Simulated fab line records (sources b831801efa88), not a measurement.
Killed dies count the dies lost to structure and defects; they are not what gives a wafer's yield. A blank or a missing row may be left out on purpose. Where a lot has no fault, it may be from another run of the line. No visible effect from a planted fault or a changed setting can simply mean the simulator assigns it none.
The tool behind it: which one? -- flow gf180mcu -- Sampling: 13 lots, 39 wafers, 5 of 602 route steps

== WHAT THE GAUGES SHOWED, per wafer ==
GF_V3_CD_MEAS_14 targets a cd of 260 nm.
lot,measured,on,cdNm (nm)
L551,day 23 03:37,cdSem-02,261.5 261.8 260.6
L553,day 23 19:16,cdSem-01,261.4 260.6 261.8
L554,day 24 07:31,cdSem-01,259.2 259.1 260.2
L556,day 24 20:43,cdSem-01,260.4 259.9 259.9
L557,day 25 08:10,cdSem-02,260.8 260.1 262.0
L558,day 25 16:38,cdSem-02,259.8 260.8 260.5
L563,day 27 04:22,cdSem-01,258.7 257.1 257.6
L564,day 27 16:45,cdSem-02,260.6 259.0 259.8
L567,day 28 11:02,cdSem-01,261.5 261.7 260.7
L568,day 28 16:14,cdSem-01,259.4 259.3 258.2
L569,day 28 19:13,cdSem-02,258.0 258.3 258.3
L571,day 29 10:24,cdSem-01,259.7 259.7 259.4
L572,day 29 18:20,cdSem-02,260.3 259.4 258.7

GF_V4_THK_MEAS_03.
lot,measured,on,V4_CVD_02_THK (nm)
L551,day 24 04:14,filmMetro-03,828 834 845
L553,day 24 19:51,filmMetro-04,814 836 856
L554,day 25 07:38,filmMetro-04,861 849 874
L556,day 25 20:45,filmMetro-01,845 846 867
L557,day 26 07:50,filmMetro-04,839 843 857
L558,day 26 16:26,filmMetro-03,836 848 859
L563,day 28 03:00,filmMetro-01,888 894 898
L564,day 28 15:39,filmMetro-03,889 896 908
L567,day 29 08:49,filmMetro-01,831 844 861
L568,day 29 13:46,filmMetro-04,834 843 824
L569,day 29 16:58,filmMetro-03,867 844 874
L571,day 30 08:24,filmMetro-03,857 833 873
L572,day 30 15:24,filmMetro-01,834 843 854

== WHICH TOOL RAN EACH LOT (tool, then ch and the chambers of the sampled wafers, then the start) ==
lot,GF_V3_SPUTTER_22,GF_M4_SPUTTER_01,GF_V4_CVD_02
L551,"pvdSputter-03, day 23 04:30","pvdSputter-01, day 23 05:14","pecvd-03 ch 0,1, day 24 04:10"
L553,"pvdSputter-03, day 23 20:08","pvdSputter-04, day 23 20:52","pecvd-04 ch 0,1,2, day 24 19:46"
L554,"pvdSputter-03, day 24 08:23","pvdSputter-02, day 24 09:07","pecvd-02 ch 0,2, day 25 07:34"
L556,"pvdSputter-04, day 24 21:34","pvdSputter-02, day 24 22:17","pecvd-02 ch 1,2, day 25 20:40"
L557,"pvdSputter-04, day 25 09:00","pvdSputter-01, day 25 09:44","pecvd-03 ch 0,1, day 26 07:45"
L558,"pvdSputter-01, day 25 17:31","pvdSputter-02, day 25 18:16","pecvd-02 ch 1,2, day 26 16:22"
L563,"pvdSputter-04, day 27 05:14","pvdSputter-02, day 27 05:58","pecvd-03 ch 1,2, day 28 02:55"
L564,"pvdSputter-04, day 27 17:35","pvdSputter-02, day 27 18:19","pecvd-03 ch 0,1,2, day 28 15:34"
L567,"pvdSputter-01, day 28 11:55","pvdSputter-04, day 28 12:38","pecvd-02 ch 0,1,2, day 29 08:45"
L568,"pvdSputter-01, day 28 17:06","pvdSputter-01, day 28 18:04","pecvd-04 ch 0,1,2, day 29 13:41"
L569,"pvdSputter-03, day 28 20:07","pvdSputter-04, day 28 20:50","pecvd-04 ch 1,2, day 29 16:55"
L571,"pvdSputter-03, day 29 11:17","pvdSputter-01, day 29 12:01","pecvd-02 ch 1,2, day 30 08:20"
L572,"pvdSputter-03, day 29 19:09","pvdSputter-02, day 29 19:53","pecvd-04 ch 0,1,2, day 30 15:20"
- GF_V3_SPUTTER_22: material TiN, target thk 10 nm, time 40 s.
- GF_M4_SPUTTER_01: material TiN, target thk 30 nm, time 25 s.
- GF_V4_CVD_02: deposits SiO2 from TEOS, target thk 850 nm, time 94.851 s.

== WHAT THE TOOLS THEMSELVES READ (means of the sampled wafers that have a number; where no wafer has one, the mark that the record gives instead) ==
GF_V3_SPUTTER_22.
lot,tool,throttleValvePct (%)
L551,pvdSputter-03,30.5
L553,pvdSputter-03,31.1
L554,pvdSputter-03,29.7
L556,pvdSputter-04,29.7
L557,pvdSputter-04,30.0
L558,pvdSputter-01,30.4
L563,pvdSputter-04,28.5
L564,pvdSputter-04,28.9
L567,pvdSputter-01,30.7
L568,pvdSputter-01,30.3
L569,pvdSputter-03,30.9
L571,pvdSputter-03,31.0
L572,pvdSputter-03,29.8

GF_M4_SPUTTER_01.
lot,tool,throttleValvePct (%)
L551,pvdSputter-01,29.9
L553,pvdSputter-04,29.1
L554,pvdSputter-02,28.8
L556,pvdSputter-02,28.3
L557,pvdSputter-01,29.8
L558,pvdSputter-02,28.4
L563,pvdSputter-02,28.9
L564,pvdSputter-02,28.9
L567,pvdSputter-04,30.1
L568,pvdSputter-01,30.3
L569,pvdSputter-04,29.7
L571,pvdSputter-01,30.4
L572,pvdSputter-02,28.9

GF_V4_CVD_02.
lot,tool,heaterPowerW (W),rfFwdPowerW (W)
L551,pecvd-03,665,596.7
L553,pecvd-04,548,597.2
L554,pecvd-02,557,596.1
L556,pecvd-02,589,599.8
L557,pecvd-03,593,597.1
L558,pecvd-02,648,599.0
L563,pecvd-03,696,693.4
L564,pecvd-03,548,692.7
L567,pecvd-02,548,597.3
L568,pecvd-04,532,596.2
L569,pecvd-04,582,593.7
L571,pecvd-02,632,595.9
L572,pecvd-04,547,596.5

== THE ANSWER, worked out from the rows above alone ==
Rule: the usual values come from the lots themselves. The widest of any qualifying gaps counts: lots, ordered by their means at a reading, are off when they make up no more than a third of the lots, leave a main group of 4 or more, and stand apart from it by 3 or more times the standard deviation of that group's means. A main group is skipped when, at the precision printed for the reading in the tables above, its means are all equal. A lot without any number at a reading at which 4 lots or more have one is off too. Where the step has rows for the other lots, those lots are counted as sound. First the gauges in route order, then the tools' own readings, where a lot's mean is used as printed above. At the first step where some lot is off, the reading lying furthest off is the one used; lots without a number count as furthest.
Off: L563, L564, at GF_V4_THK_MEAS_03 (V4_CVD_02_THK). Mean 847 nm and standard deviation 9.4 in the main group.
A tool fits if, at a process step before that reading, it ran every lot that is off, and no sound lot after the first of them. The gauges at GF_V4_THK_MEAS_03 aren't tried: what is off there is off at GF_V4_CVD_02 too, on other tools, and a gauge's error can't cause that. This does not decide it: 2 tools fit, namely pvdSputter-04 at GF_V3_SPUTTER_22 and pecvd-03 at GF_V4_CVD_02.

== WHAT WAS PUT IN BY THE SIMULATOR ==
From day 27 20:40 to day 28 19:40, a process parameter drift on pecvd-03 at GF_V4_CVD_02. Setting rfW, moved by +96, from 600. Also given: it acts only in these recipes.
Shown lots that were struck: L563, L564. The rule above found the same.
